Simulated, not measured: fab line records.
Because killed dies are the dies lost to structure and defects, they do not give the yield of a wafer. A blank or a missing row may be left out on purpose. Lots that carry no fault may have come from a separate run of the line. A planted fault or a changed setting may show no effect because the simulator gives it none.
A struck lot beside a sound one / flow sky130 / 16 steps out of a route of 708
Sound: wafers L170.2, L170.3, L170.6. Struck: wafers L171.2, L171.3, L171.5. Last of all comes the cause.
For every step that has rows: the tool of each side, followed by ch and its chambers, followed by its first start. Under that, the readings that differ: sound wafers / struck wafers / difference of the means / sigmas: that difference in standard deviations of wafers without a fault.
alike: readings whose means differ by less than 2 such deviations, and words and numbers that are the same on both sides. not compared: withheld readings, readings that some wafer has no value for, bounds like >300 that may hide the same value, and numbers for which the record gives no deviation and whose values overlap.
A row with sigmas, a row that says differs or no value, or rows on one side alone: a step with any of these is where the two part. Numbers that don't overlap but have no deviation are shown without sigmas and don't part them. A reading missing from all wafers of one side parts the sides only when that side holds two or more wafers.

first, 4 steps without rows for these wafers: SKY_LDD_N_IMPLANT_12; SKY_LDD_N_IMPLANT_13; SKY_LDD_N_IMPLANT_14; SKY_LDD_N_IMPLANT_15.
SKY_LDD_N_STRIP_16: strips in O2/N2.
  sound on plasmaAsher-03 ch 0,1, day 21 00:41; struck on plasmaAsher-03 ch 0,1, day 21 15:17
  alike: drypumpMotorCurrentA, oesProductAu, stripTimeToEndpointS
  not compared: rfHoursCounterH
SKY_LDD_N_TW_MEAS_17:
  sound on filmMetro-03 at day 21 00:48; struck on filmMetro-04 at day 21 15:24
  alike: LDD_N_TW
then, 6 steps without rows for these wafers: SKY_LDD_P_DEHYDRATE_00 (time 60 s); SKY_LDD_P_HMDS_01 (prime time 60 s); SKY_LDD_P_COAT_02 (resist thk 1140 nm); SKY_LDD_P_SOFTBAKE_03 (time 60 s); SKY_LDD_P_EXPOSE_04 (exposes mask PSDM, target cd 380 nm); SKY_LDD_P_PEB_05.
SKY_LDD_P_DEVELOP_06: develop time 60 s.
  sound on lithoTrack-03 ch 0, day 22 07:06; struck on lithoTrack-04 ch 0, day 22 20:59
SKY_LDD_P_CD_MEAS_07 targets a cd of 380 nm.
  sound on cdSem-02 at day 22 07:15; struck on cdSem-02 at day 22 21:08
  alike: cdNm
SKY_LDD_P_OVL_MEAS_08:
  sound on overlay-02 at day 22 07:21; struck on overlay-01 at day 22 21:14
  alike: LDD_P_OVL
-- record jumps: 25 days separate the struck wafers' starts on either side; left off in module LDD_P, taken up again in module PAD_OPEN, whose first shown step is the route's number 708 --
SKY_PAD_OPEN_PROBE_99:
  sound on prober-02 at day 47 19:02; struck on prober-01 at day 48 07:38
reading=killedDies sound=90 struck=64 difference=-26 sigmas=-3
reading=killedShort sound=39 struck=23 difference=-16 sigmas=-2
  alike: killed_at_M0_to_M3, killed_at_M4_up, killedAtContacts, killedAtFrontEnd, killedAtOther, killedOpen

WHERE THEY PART
Only at SKY_PAD_OPEN_PROBE_99, as far as this record shows.

WHY: what the simulator had put in
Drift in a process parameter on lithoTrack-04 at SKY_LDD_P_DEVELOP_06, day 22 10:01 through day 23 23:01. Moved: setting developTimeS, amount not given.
